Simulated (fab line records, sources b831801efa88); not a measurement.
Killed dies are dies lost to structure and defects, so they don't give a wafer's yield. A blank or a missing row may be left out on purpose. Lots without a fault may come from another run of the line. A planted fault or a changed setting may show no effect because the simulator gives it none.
fab line records | flow sky130 | part 1 of 2: steps 1 to 42 of 43
record lots=6 wafers=18 last_day=49
route steps=708 shown POLY_GATE@222 LDD_N@237 LDD_P@255 PAD_OPEN@708
lots that met no fault: from a run of the same line without faults
start_h: hours from the record's first day to the start of the lot's first wafer shown | wait_h: hours since the lot's step before | " the same as in the row above | L1.1+2: a row that stands for several wafers | - no value, or no start given | * or withheld: withheld | < > ~ a bound
route shown NAME@n: a module of which the file shows steps, and the number in the route of the first | usual: mean/standard deviation of fault-free wafers | same: alike in all rows | chamber/n: place in a boat | sites: the reading at each site | _std_site: their standard deviation | _edge_site: outer sites' mean less inner sites' | radius_mm: how far each site lies from the wafer's centre | mask NAME#n: copy n | behind: the tool/chamber that last shaped the wafer | hold: why the lot was held/for how many hours/how that ended | device: the transistor (n, p or np) that didn't switch | end of line: the same wafers' tests at the end of the route | a step without rows: its recipe alone | killed: dies lost to structure and defects at the first sort, not the wafer's yield | map: a wafer's dies, x killed, . not, _ none there
set.NAME: the setting as run; set.NAME@STEP: as run at that earlier step | model.NAME: the simulator's own value behind a step, which no gauge read
lots at some steps of the route; a table a step, a row a wafer
services: from which hour (start_h, from the record's first day; less than 0 if before it) a tool's chamber was out of use, for how many hours, and why
## steps
# step SKY_POLY_GATE_COAT_08
# recipe resist=KrF-thick spin_rpm=3000 resist_thk_nm=450
# step SKY_POLY_GATE_SOFTBAKE_09
# recipe temp_c=100 time_s=90 resist=KrF-thick
# step SKY_POLY_GATE_EXPOSE_10
# recipe mask_id=P1M na=0.68 source_shape=conventional sigma_outer=0.6 target_cd_nm=150 dose_mj=28
# step SKY_POLY_GATE_PEB_11
# recipe peb_temp_c=withheld peb_time_s=withheld resist=KrF-thick
# step SKY_POLY_GATE_DEVELOP_12
# recipe develop_time_s=60 resist=KrF-thick dev_temp_c=21
# step SKY_POLY_GATE_CD_MEAS_13
# recipe target_cd_nm=150
# usual cd_nm=150.0/1.3
# columns lot.wafer tool chamber start_h wait_h cd_nm
L613.1 cd_sem-01 - 374.29 - 149.8
L613.2 " - " " 150.6
L613.6 " - " " 150.2
L614.1 cd_sem-02 - 394.92 - 149.4
L614.4 " - " " 149.5
L614.6 " - " " 150.3
L618.3 cd_sem-02 - 416.62 - 149.4
L618.5 " - " " 150.3
L618.6 " - " " 148.2
L620.1 cd_sem-01 - 435.38 - 150.4
L620.2 " - " " 151.4
L620.4 " - " " 151.6
L624.1 cd_sem-01 - 480.13 - 151.1
L624.4 " - " " 149.8
L624.6 " - " " 149.9
L629.1 cd_sem-01 - 522.03 - 153.0
L629.2 " - " " 150.8
L629.5 " - " " 151.7
# step SKY_POLY_GATE_OVL_MEAS_14
# usual POLY_GATE_OVL=-2/5.5
# columns lot.wafer tool chamber start_h wait_h POLY_GATE_OVL[nm]
L613.1 overlay-02 - 374.41 0.1 -3
L613.2 " - " " 0
L613.6 " - " " -1
L614.1 overlay-02 - 395.04 0.1 0
L614.4 " - " " -4
L614.6 " - " " -5
L618.3 overlay-01 - 416.72 0.1 0
L618.5 " - " " 0
L618.6 " - " " -4
L620.1 overlay-02 - 435.50 0.1 1
L620.2 " - " " -11
L620.4 " - " " -2
L624.1 overlay-01 - 480.25 0.1 9
L624.4 " - " " 6
L624.6 " - " " 1
L629.1 overlay-01 - 522.15 0.1 -11
L629.2 " - " " -11
L629.5 " - " " -8
# step SKY_POLY_GATE_ETCH_15
# recipe chemistry=N2/H2 target=BARC ion_energy_ev=200 source_w=500 bias_w=100 pressure_mtorr=30 n2_flow_sccm=100 h2_flow_sccm=200 stop_on=SiO2 time_s=118.5 target_depth_a=1100
# usual drypump_motor_current_A=6.0/0.35 oes_product_au=0.716/0.0046 throttle_valve_pct=13.213/0.009
# columns lot.wafer tool chamber start_h wait_h drypump_motor_current_A oes_product_au rf_hours_counter_h throttle_valve_pct
L613.1 rie_diel-04 0 374.44 0.0 5.7 0.714 4 13.217
L613.2 " 3 " " 5.9 0.712 77 13.205
L613.6 " 3 " " 5.9 0.719 - 13.214
L614.1 rie_diel-02 2 395.07 0.0 5.8 0.719 64 13.212
L614.4 " 3 " " 5.4 0.718 9 13.214
L614.6 " 3 " " 5.4 0.718 - 13.224
L618.3 rie_diel-02 0 416.74 0.0 6.0 0.715 22 13.203
L618.5 " 3 " " 5.5 0.708 - 13.213
L618.6 " 2 " " 5.8 0.718 - 13.207
L620.1 rie_diel-02 1 435.54 0.0 5.7 0.715 16 13.226
L620.2 " 0 " " 5.9 0.721 23 13.229
L620.4 " 3 " " 5.4 0.709 10 13.209
L624.1 rie_diel-04 3 480.29 0.0 6.0 0.711 78 13.210
L624.4 " 1 " " 5.9 0.720 71 13.208
L624.6 " 3 " " 6.0 0.712 - 13.207
L629.1 rie_diel-03 3 522.19 0.0 6.4 0.721 47 13.221
L629.2 " 1 " " 5.9 0.714 9 13.204
L629.5 " 2 " " 6.4 0.723 - 13.227
# step SKY_POLY_GATE_ETCH_16
# recipe stop_on=poly-Si chemistry=CH3F/O2 target=Si3N4 source_w=400 bias_w=80 pressure_mtorr=25 ch3f_flow_sccm=40 O2_flow_sccm=30 time_s=147.5 target_depth_a=750
# usual drypump_motor_current_A=5.9/0.34 oes_product_au=0.642/0.0049 throttle_valve_pct=10.535/0.0087
# columns lot.wafer tool chamber start_h wait_h drypump_motor_current_A oes_product_au rf_hours_counter_h throttle_valve_pct
L613.1 rie_diel-04 0 374.53 0.0 5.7 0.640 4 10.535
L613.2 " 3 " " 5.9 0.645 77 10.544
L613.6 " 3 " " 5.9 0.642 - 10.540
L614.1 rie_diel-02 2 395.16 0.0 5.8 0.644 64 10.532
L614.4 " 3 " " 5.4 0.635 9 10.536
L614.6 " 3 " " 5.4 0.642 - 10.530
L618.3 rie_diel-02 0 416.82 0.0 5.9 0.637 22 10.541
L618.5 " 3 " " 5.4 0.641 - 10.529
L618.6 " 2 " " 5.8 0.638 - 10.536
L620.1 rie_diel-02 1 435.62 0.0 5.7 0.638 16 10.534
L620.2 " 0 " " 5.9 0.645 23 10.536
L620.4 " 3 " " 5.4 0.640 10 10.540
L624.1 rie_diel-04 3 480.37 0.0 5.9 0.647 78 10.538
L624.4 " 1 " " 5.9 0.645 71 10.529
L624.6 " 3 " " 5.9 0.643 - 10.558
L629.1 rie_diel-03 3 522.27 0.0 6.4 0.642 47 10.546
L629.2 " 1 " " 5.9 0.645 9 10.541
L629.5 " 2 " " 6.4 0.638 - 10.525
# step SKY_POLY_GATE_ETCH_17
# recipe target_depth_nm=180 stop_on=SiO2 over_etch_frac=0.56667 chemistry=HBr/Cl2 target=poly-Si icp_w=400 bias_w=100 pressure_mtorr=10 HBr_flow_sccm=150 Cl2_flow_sccm=50 time_s=70.5
# usual HBr_flow_sccm=150.0/0.44 drypump_motor_current_A=5.9/0.37 he_backside_leak_sccm=2.72/0.26 oes_product_au=0.983/0.0068 throttle_valve_pct=33.684/0.009
# columns lot.wafer tool chamber start_h wait_h HBr_flow_sccm drypump_motor_current_A he_backside_leak_sccm oes_product_au rf_hours_counter_h throttle_valve_pct
L613.1 rie_si-02 2 374.63 0.0 150.5 6.2 2.44 0.986 31 33.675
L613.2 " 3 " " 150.5 5.8 2.29 0.985 33 33.673
L613.6 " 1 " " 150.8 6.4 2.92 0.972 - 33.667
L614.1 rie_si-02 0 395.25 0.0 149.9 5.5 2.69 0.988 76 33.685
L614.4 " 1 " " 150.2 6.4 3.08 0.968 7 33.707
L614.6 " 0 " " 149.3 5.5 2.65 0.988 - 33.681
L618.3 rie_si-01 0 416.92 0.0 150.0 5.8 3.03 0.990 1 33.699
L618.5 " 3 " " 150.9 5.8 2.79 0.989 - 33.690
L618.6 " 2 " " 150.2 5.3 2.79 0.990 - 33.673
L620.1 rie_si-02 3 435.72 0.0 150.4 5.8 2.67 0.978 34 33.702
L620.2 " 2 " " 151.0 6.2 2.49 0.970 32 33.693
L620.4 " 0 " " 150.0 5.5 2.53 0.981 0 33.690
L624.1 rie_si-01 1 480.47 0.0 149.7 6.2 2.52 0.989 0 33.683
L624.4 " 3 " " 150.3 5.8 2.49 0.981 2 33.679
L624.6 " 3 " " 149.4 5.8 2.57 0.981 - 33.684
L629.1 rie_si-02 2 522.37 0.0 149.9 6.2 2.51 0.982 32 33.692
L629.2 " 3 " " 149.7 5.8 2.75 0.981 34 33.689
L629.5 " 2 " " 150.1 6.2 2.67 0.985 - 33.696
# step SKY_POLY_GATE_STRIP_18
# recipe chemistry=O2/N2 power_w=1400 pressure_mtorr=1500 platen_temp_c=withheld o2_flow_sccm=3000 n2_flow_sccm=300 overash_fraction=0.5
# usual drypump_motor_current_A=6.0/0.34 oes_product_au=0.361/0.0042 strip_time_to_endpoint_s=3.17/0.043
# columns lot.wafer tool chamber start_h wait_h drypump_motor_current_A oes_product_au rf_hours_counter_h strip_time_to_endpoint_s
L613.1 plasma_asher-01 0 374.68 0.0 5.8 0.365 69 3.23
L613.2 " 1 " " 6.0 0.359 69 3.13
L613.6 " 1 " " 6.0 0.362 - 3.20
L614.1 plasma_asher-03 0 395.31 0.0 6.6 0.363 68 3.17
L614.4 " 1 " " 5.5 0.366 - 3.20
L614.6 " 0 " " 6.5 0.365 - 3.15
L618.3 plasma_asher-03 1 417.01 0.1 5.5 0.360 - 3.14
L618.5 " 0 " " 6.6 0.364 - 3.13
L618.6 " 1 " " 5.4 0.358 - 3.17
L620.1 plasma_asher-03 0 435.78 0.0 6.6 0.365 72 3.19
L620.2 " 1 " " 5.4 0.361 72 3.15
L620.4 " 1 " " 5.4 0.364 - 3.17
L624.1 plasma_asher-01 0 480.53 0.0 5.8 0.359 3 3.19
L624.4 " 0 " " 5.8 0.370 - 3.19
L624.6 " 1 " " 6.0 0.363 - 3.21
L629.1 plasma_asher-02 1 522.43 0.0 5.8 0.362 40 3.23
L629.2 " 0 " " 6.4 0.367 40 3.16
L629.5 " 1 " " 5.8 0.351 - 3.12
# step SKY_POLY_GATE_CLEAN_19
# recipe chemistry=SC1/SC2 mix=1:4:20 temp_c=70 time_s=150 dry=n2_spin
# step SKY_POLY_GATE_OXIDATION_20
# recipe temp_c=850 ambient=O2 stabilise_s=600 purge_s=300 target_thk_a=40 ox_time_s=899
# usual zone_power_bottom_pct=29.7/1.4
# columns lot.wafer tool chamber start_h wait_h zone_power_bottom_pct
L613.1 furnace-01 0 375.95 1.1 31.3
L613.2 " 0 " " 30.6
L613.6 " 0 " " 30.8
L614.1 furnace-01 0 404.19 8.7 30.6
L614.4 " 0 " " 31.1
L614.6 " 0 " " 31.2
L618.3 furnace-02 0 418.35 1.2 28.7
L618.5 " 0 " " 28.7
L618.6 " 0 " " 29.0
L620.1 furnace-02 0 436.61 0.7 28.3
L620.2 " 0 " " 28.3
L620.4 " 0 " " 28.2
L624.1 furnace-02 0 480.68 0.0 28.1
L624.4 " 0 " " 28.3
L624.6 " 0 " " 28.2
L629.1 furnace-01 0 522.58 0.0 31.3
L629.2 " 0 " " 30.9
L629.5 " 0 " " 31.1
# step SKY_POLY_GATE_THK_MEAS_21
# recipe reads=SiO2_of_POLY_GATE_OXIDATION_20
# usual POLY_GATE_OXIDATION_THK=3.98/0.075
# columns lot.wafer tool chamber start_h wait_h POLY_GATE_OXIDATION_THK[nm]
L613.1 film_metro-03 - 377.21 0.0 4.01
L613.2 " - " " 4.00
L613.6 " - " " 3.97
L614.1 film_metro-04 - 405.44 0.0 3.97
L614.4 " - " " 4.02
L614.6 " - " " 3.94
L618.3 film_metro-02 - 419.62 0.0 3.99
L618.5 " - " " 4.00
L618.6 " - " " 3.95
L620.1 film_metro-04 - 437.86 0.0 3.94
L620.2 " - " " 3.98
L620.4 " - " " 4.04
L624.1 film_metro-04 - 481.93 0.0 4.07
L624.4 " - " " 4.03
L624.6 " - " " 4.11
L629.1 film_metro-04 - 523.83 0.0 3.78
L629.2 " - " " 3.88
L629.5 " - " " 3.91
# step SKY_POLY_GATE_CD_MEAS_22
# usual cd_nm=149.5/2.6
# columns lot.wafer tool chamber start_h wait_h cd_nm
L613.1 cd_sem-02 - 377.43 0.2 144.7
L613.2 " - " " 149.2
L613.6 " - " " 152.1
L614.1 cd_sem-01 - 405.50 0.1 153.5
L614.4 " - " " 152.5
L614.6 " - " " 152.0
L618.3 cd_sem-01 - 419.72 0.1 147.0
L618.5 " - " " 148.1
L618.6 " - " " 147.9
L620.1 cd_sem-02 - 437.92 0.1 151.7
L620.2 " - " " 151.9
L620.4 " - " " 152.0
L624.1 cd_sem-02 - 481.99 0.1 150.3
L624.4 " - " " 150.1
L624.6 " - " " 150.6
L629.1 cd_sem-01 - 523.89 0.1 150.6
L629.2 " - " " 145.2
L629.5 " - " " 147.2
# step SKY_LDD_N_DEHYDRATE_00
# recipe temp_c=200 time_s=60
# step SKY_LDD_N_HMDS_01
# recipe prime_time_s=60 prime_temp_c=120
# step SKY_LDD_N_COAT_02
# recipe resist=NOVOLAK spin_rpm=3000 resist_thk_nm=305.1
# step SKY_LDD_N_SOFTBAKE_03
# recipe temp_c=90 time_s=60 resist=NOVOLAK
# step SKY_LDD_N_EXPOSE_04
# recipe mask_id=NTM target_cd_nm=840 na=0.6 source_shape=conventional sigma_outer=0.6 dose_mj=110
# step SKY_LDD_N_PEB_05
# recipe temp_c=withheld time_s=* resist=NOVOLAK
# step SKY_LDD_N_DEVELOP_06
# recipe develop_time_s=60 dev_temp_c=23
# step SKY_LDD_N_OVL_MEAS_07
# usual LDD_N_OVL=1.2/1.3
# columns lot.wafer tool chamber start_h wait_h LDD_N_OVL[nm]
L613.1 overlay-01 - 405.58 0.1 2.1
L613.2 " - " " 1.7
L613.6 " - " " 2.8
L614.1 overlay-01 - 434.14 0.1 -0.3
L614.4 " - " " -0.5
L614.6 " - " " -0.4
L618.3 overlay-02 - 449.65 0.1 -0.4
L618.5 " - " " -1.4
L618.6 " - " " 0.2
L620.1 overlay-02 - 467.88 0.1 -0.4
L620.2 " - " " 1.1
L620.4 " - " " 1.2
L624.1 overlay-01 - 513.24 0.1 2.0
L624.4 " - " " 0.8
L624.6 " - " " 1.4
L629.1 overlay-01 - 553.39 0.1 1.6
L629.2 " - " " 1.5
L629.5 " - " " 1.4
# step SKY_LDD_N_IMPLANT_08
# recipe species=As energy_kev=20 dose_cm2=7.5e+13 tilt_deg=withheld rotation_deg=23
# step SKY_LDD_N_IMPLANT_09
# recipe species=As energy_kev=20 dose_cm2=7.5e+13 tilt_deg=withheld rotation_deg=113
# step SKY_LDD_N_IMPLANT_10
# recipe species=As energy_kev=20 dose_cm2=7.5e+13 tilt_deg=withheld rotation_deg=203
# step SKY_LDD_N_IMPLANT_11
# recipe species=As energy_kev=20 dose_cm2=7.5e+13 tilt_deg=withheld rotation_deg=293
# step SKY_LDD_N_IMPLANT_12
# recipe species=BF2 energy_kev=50 dose_cm2=5e+12 tilt_deg=30 rotation_deg=0
# step SKY_LDD_N_IMPLANT_13
# recipe species=BF2 energy_kev=50.85 dose_cm2=5e+12 tilt_deg=30 rotation_deg=90
# step SKY_LDD_N_IMPLANT_14
# recipe species=BF2 energy_kev=50 dose_cm2=5e+12 tilt_deg=30 rotation_deg=180
# step SKY_LDD_N_IMPLANT_15
# recipe species=BF2 energy_kev=50 dose_cm2=5e+12 tilt_deg=30 rotation_deg=270
# step SKY_LDD_N_STRIP_16
# recipe chemistry=O2/N2 power_w=1400 pressure_mtorr=1500 platen_temp_c=withheld o2_flow_sccm=3000 n2_flow_sccm=300 overash_fraction=0.5
# usual drypump_motor_current_A=5.99/0.24 oes_product_au=0.409/0.0046 strip_time_to_endpoint_s=4.381/0.013
# columns lot.wafer tool chamber start_h wait_h drypump_motor_current_A oes_product_au rf_hours_counter_h strip_time_to_endpoint_s
L613.1 plasma_asher-04 1 406.82 0.1 5.76 0.410 58 4.402
L613.2 " 0 " " 6.36 0.407 58 4.386
L613.6 " 1 " " 5.77 0.407 - 4.370
L614.1 plasma_asher-04 1 435.37 0.1 5.76 0.416 60 4.382
L614.4 " 1 " " 5.80 0.403 - 4.391
L614.6 " 0 " " 6.39 0.407 - 4.368
L618.3 plasma_asher-02 0 450.90 0.1 6.33 0.412 - 4.374
L618.5 " 0 " " 6.34 0.411 - 4.374
L618.6 " 1 " " 5.81 0.403 - 4.365
L620.1 plasma_asher-02 0 469.12 0.1 6.31 0.409 35 4.394
L620.2 " 1 " " 5.81 0.411 35 4.423
L620.4 " 0 " " 6.30 0.415 - 4.378
L624.1 plasma_asher-01 0 514.47 0.1 5.80 0.414 7 4.366
L624.4 " 1 " " 5.97 0.412 - 4.370
L624.6 " 0 " " 5.80 0.404 - 4.370
L629.1 plasma_asher-01 1 554.62 0.1 5.98 0.408 11 4.380
L629.2 " 0 " " 5.80 0.412 11 4.390
L629.5 " 0 " " 5.80 0.410 - 4.363
# step SKY_LDD_N_TW_MEAS_17
# usual LDD_N_TW=2546/17
# columns lot.wafer tool chamber start_h wait_h LDD_N_TW
L613.1 film_metro-04 - 406.92 0.1 2559
L613.2 " - " " 2552
L613.6 " - " " 2551
L614.1 film_metro-03 - 435.47 0.1 2528
L614.4 " - " " 2533
L614.6 " - " " 2517
L618.3 film_metro-03 - 450.99 0.1 2532
L618.5 " - " " 2532
L618.6 " - " " 2532
L620.1 film_metro-04 - 469.22 0.1 2566
L620.2 " - " " 2566
L620.4 " - " " 2557
L624.1 film_metro-04 - 514.57 0.1 2566
L624.4 " - " " 2564
L624.6 " - " " 2572
L629.1 film_metro-03 - 554.72 0.1 2553
L629.2 " - " " 2547
L629.5 " - " " 2549
# step SKY_LDD_P_DEHYDRATE_00
# recipe temp_c=200 time_s=60
# step SKY_LDD_P_HMDS_01
# recipe prime_time_s=60 prime_temp_c=120
# step SKY_LDD_P_COAT_02
# recipe resist=NOVOLAK spin_rpm=3000 resist_thk_nm=1140
# step SKY_LDD_P_SOFTBAKE_03
# recipe temp_c=90 time_s=60 resist=NOVOLAK
# step SKY_LDD_P_EXPOSE_04
# recipe mask_id=PSDM na=0.6 source_shape=conventional sigma_outer=0.6 polarization=unpolarized target_cd_nm=380 dose_mj=138
# step SKY_LDD_P_PEB_05
# recipe temp_c=withheld time_s=* resist=NOVOLAK
# step SKY_LDD_P_DEVELOP_06
# recipe resist=NOVOLAK developer=TMAH develop_time_s=60 dev_temp_c=23
# step SKY_LDD_P_CD_MEAS_07
# recipe target_cd_nm=380
# usual cd_nm=379.3/2.6
# columns lot.wafer tool chamber start_h wait_h cd_nm
L613.1 cd_sem-02 - 436.39 0.1 379.1
L613.2 " - " " 377.9
L613.6 " - " " 379.6
L614.1 cd_sem-01 - 465.84 0.1 382.9
L614.4 " - " " 383.7
L614.6 " - " " 381.0
L618.3 cd_sem-01 - 480.68 0.1 381.0
L618.5 " - " " 378.1
L618.6 " - " " 380.4
L620.1 cd_sem-02 - 499.04 0.1 374.8
L620.2 " - " " 377.4
L620.4 " - " " 376.5
L624.1 cd_sem-02 - 545.03 0.1 377.3
L624.4 " - " " 376.8
L624.6 " - " " 376.6
L629.1 cd_sem-01 - 584.04 0.1 378.5
L629.2 " - " " 377.5
L629.5 " - " " 377.4
# step SKY_LDD_P_OVL_MEAS_08
# usual LDD_P_OVL=-0.3/1.2
# columns lot.wafer tool chamber start_h wait_h LDD_P_OVL[nm]
L613.1 overlay-01 - 436.51 0.1 -0.4
L613.2 " - " " -0.9
L613.6 " - " " -0.7
L614.1 overlay-01 - 465.96 0.1 1.7
L614.4 " - " " 0.6
L614.6 " - " " 1.5
L618.3 overlay-01 - 480.77 0.1 0.5
L618.5 " - " " -0.6
L618.6 " - " " -1.8
L620.1 overlay-02 - 499.16 0.1 -1.8
L620.2 " - " " -0.1
L620.4 " - " " 1.4
L624.1 overlay-01 - 545.15 0.1 -0.9
L624.4 " - " " -1.5
L624.6 " - " " -1.8
L629.1 overlay-01 - 584.16 0.1 2.1
L629.2 " - " " 1.5
L629.5 " - " " 1.7
